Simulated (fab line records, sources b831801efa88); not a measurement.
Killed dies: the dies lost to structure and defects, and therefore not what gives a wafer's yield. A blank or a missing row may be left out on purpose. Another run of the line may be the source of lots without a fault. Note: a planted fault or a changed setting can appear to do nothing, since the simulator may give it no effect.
A struck lot beside a sound one || flow sky130 || 18 steps out of a route of 708
Sound: these wafers, L903.1, L903.2, L903.4. Wafers struck: L910.1, L910.3, L910.5. The cause comes at the end.
Each step with rows lists, per side, the tool, then ch with its chambers, then its first start. Under that, the readings that differ: sound wafers || struck wafers || difference of the means || sigmas: that difference in standard deviations of wafers without a fault.
alike: readings whose means differ by less than 2 such deviations, and words and numbers that are the same on both sides. not compared: withheld readings, readings that some wafer has no value for, bounds like >300 that may hide the same value, and numbers for which the record gives no deviation and whose values overlap.
A row with sigmas, a row that says differs or no value, or rows on one side alone: a step with any of these is where the two part. When numbers do not overlap yet have no deviation, they are printed without sigmas and do not part them. Lack of a reading on every wafer of one side parts them only where that side has two or more wafers.

first, 3 steps without rows for these wafers: SKY_VT_ADJUST_NCORE_EXPOSE_04 (exposes mask LVTN COMPLEMENT THIN, target cd 380 nm); SKY_VT_ADJUST_NCORE_PEB_05; SKY_VT_ADJUST_NCORE_DEVELOP_06 (develop time 60 s).
SKY_VT_ADJUST_NCORE_CD_MEAS_07: target cd 380 nm.
  sound: cd-sem-02 at day 8 23:45; struck: cd-sem-02 at day 12 02:07
  alike: cd-nm
SKY_VT_ADJUST_NCORE_OVL_MEAS_08:
  sound: overlay-01 at day 8 23:52; struck: overlay-02 at day 12 02:14
  alike: VT_ADJUST_NCORE_OVL
following that, these wafers have no rows for 1 step: SKY_VT_ADJUST_NCORE_IMPLANT_09.
SKY_VT_ADJUST_NCORE_STRIP_10: strips in O2/N2.
  sound on plasma-asher-02 ch 0,1, day 9 00:04; struck on plasma-asher-02 ch 1, day 12 02:25
  alike: drypump-motor-current-A, o2-flow-sccm, oes-product-au, strip-time-to-endpoint-s
  not compared: rf-hours-counter-h
SKY_VT_ADJUST_NCORE_TW_MEAS_11:
  sound: film-metro-01 at day 9 00:10; struck: film-metro-02 at day 12 02:31
  alike: VT_ADJUST_NCORE_TW
then, 4 steps without rows for these wafers: SKY_VT_ADJUST_HVTR_DEHYDRATE_00 (time 60 s); SKY_VT_ADJUST_HVTR_HMDS_01 (prime time 60 s); SKY_VT_ADJUST_HVTR_COAT_02 (resist thk 1140 nm); SKY_VT_ADJUST_HVTR_SOFTBAKE_03 (time 60 s).
SKY_VT_ADJUST_HVTR_EXPOSE_04: exposes mask HVTRM, target cd 380 nm.
  sound on iline-stepper-01 ch 0, day 9 09:56; struck on iline-stepper-01 ch 0, day 12 14:28
{"reading": "model.VT_ADJUST_HVTR.overlay-x-nm (nm)", "sound": "-1.194 -1.194 -1.194", "struck": "-88.21 -88.21 -88.21", "difference": -87.02, "sigmas": ""}
  alike: mask, exposure-dose-mJ-cm2
then, 2 steps without rows for these wafers: SKY_VT_ADJUST_HVTR_PEB_05; SKY_VT_ADJUST_HVTR_DEVELOP_06 (develop time 60 s).
SKY_VT_ADJUST_HVTR_CD_MEAS_07: target cd 380 nm.
  sound: cd-sem-02 at day 9 20:25; struck: cd-sem-01 at day 13 03:08
{"reading": "cd-nm (nm)", "sound": "382.0 382.5 382.7", "struck": "377.3 374.8 376.3", "difference": -6.3, "sigmas": -3}
SKY_VT_ADJUST_HVTR_OVL_MEAS_08:
  sound: overlay-01 at day 9 20:32; struck: overlay-02 at day 13 03:28
{"reading": "VT_ADJUST_HVTR_OVL (nm)", "sound": "0.3 0.9 -1.5", "struck": "-90.8 -90.7 -89.9", "difference": -90.4, "sigmas": -70}
  not compared: hold
SKY_PAD_OPEN_PROBE_99:
  the record has rows for the sound wafers here (prober-01, day 45 16:59) and none for the struck ones

## WHERE THEY PART
First at SKY_VT_ADJUST_HVTR_CD_MEAS_07; last, within this record, at SKY_PAD_OPEN_PROBE_99.

WHY: whatever the simulator had introduced
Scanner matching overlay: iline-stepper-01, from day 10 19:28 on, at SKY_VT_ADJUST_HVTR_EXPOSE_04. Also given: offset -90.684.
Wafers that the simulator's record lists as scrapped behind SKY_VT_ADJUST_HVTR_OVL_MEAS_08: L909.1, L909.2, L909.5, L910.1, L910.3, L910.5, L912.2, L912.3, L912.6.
